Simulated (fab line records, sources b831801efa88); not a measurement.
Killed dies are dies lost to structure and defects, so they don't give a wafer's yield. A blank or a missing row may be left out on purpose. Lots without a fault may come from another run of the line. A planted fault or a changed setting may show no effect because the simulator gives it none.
Problem report in the 8D (eight disciplines) form, filled by code | flow gf180mcu | the parts of the form that need people (team, actions taken, sign-off) are left out

1. THE PROBLEM
NWELL_OVL at GF_NWELL_OVL_MEAS_07 reads a mean of 52.4 nm on 12 wafers of 4 lots; wafers without a fault read 0.3 nm with a standard deviation of 1.5. That is +35 standard deviations from the usual mean.
First seen on wafer L421.2, day 4 10:20, on overlay-02. The record holds 36 wafers of 12 lots with a number at this step. Rule for "out", or "out of limits": more than 4 standard deviations from the usual mean. The other wafers with a number count as sound.

2. WHAT IT IS AND WHAT IT IS NOT
question                    | is                     | is not
which readings at this step | NWELL_OVL              | -
which lots                  | L421, L422, L425, L428 | L416, L417, L419, L420, L424, L433, L435, L436
which wafers of those lots  | all that have a number | -
read on which gauges        | overlay-02             | overlay-01
when                        | from day 4 10:20       | up to then (12 sound wafers); but 12 sound wafers of L424, L433, L435, L436 came after

3. SUSPECTS, AND WHAT RULES EACH OUT
Counting: a tool at a process step up to the reading stays a suspect if it ran every lot that is out and no sound lot after the first of them.
- the gauge at GF_NWELL_OVL_MEAS_07: kept. All the wafers that are out were read on overlay-02, and no step on other tools shows them out.
- iline_stepper-01 at GF_NWELL_EXPOSE_04 (exposes mask Nwell, target cd 860 nm): kept. It ran every lot that is out, first L421 (day 4 03:25), and no sound lot after that; its last sound lot up to then is L419 (day 3 16:59).
Left after counting: iline_stepper-01 at GF_NWELL_EXPOSE_04, overlay-02 at GF_NWELL_OVL_MEAS_07.

4. THE CAUSE (what the simulator had put in)
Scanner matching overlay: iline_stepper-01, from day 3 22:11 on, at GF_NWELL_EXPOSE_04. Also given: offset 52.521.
Counting left 2 suspects, and this tool is among them.

5. THE CHAIN OF EFFECTS, in route order
Each row: a reading whose mean over the struck wafers that have a number lies more than 3 standard deviations from the usual. Only readings for which the record gives a usual standard deviation are gone through. hours: the time from each lot's start at the first step in this table that gives one to its start at this step, as a median over the lots. sigmas: the change in usual standard deviations.
hours | step                 | reading   | usual  | on struck wafers | change | sigmas
0     | GF_NWELL_OVL_MEAS_07 | NWELL_OVL | 0.3 nm | 52.4             | +52.1  | +35
Later measuring or inspecting steps at which every struck wafer that the step has a row for has a number for every such reading, and none has moved that far: GF_NWELL_TW_MEAS_11.

6. WHAT WOULD HAVE CAUGHT IT SOONER
In this record the first reading out of limits at a measuring or inspecting step was taken at day 4 10:20, 12 hours after the fault began at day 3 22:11.
Of the tool readings at GF_NWELL_EXPOSE_04 for which the record gives a usual standard deviation, none was out on any struck wafer, so an alarm limit of 4 standard deviations on them would not have fired.
Of the lots that are out (4), L425, L428 began GF_NWELL_EXPOSE_04 on iline_stepper-01 after day 4 10:20. A hold on the tool at that time would have spared those 2.
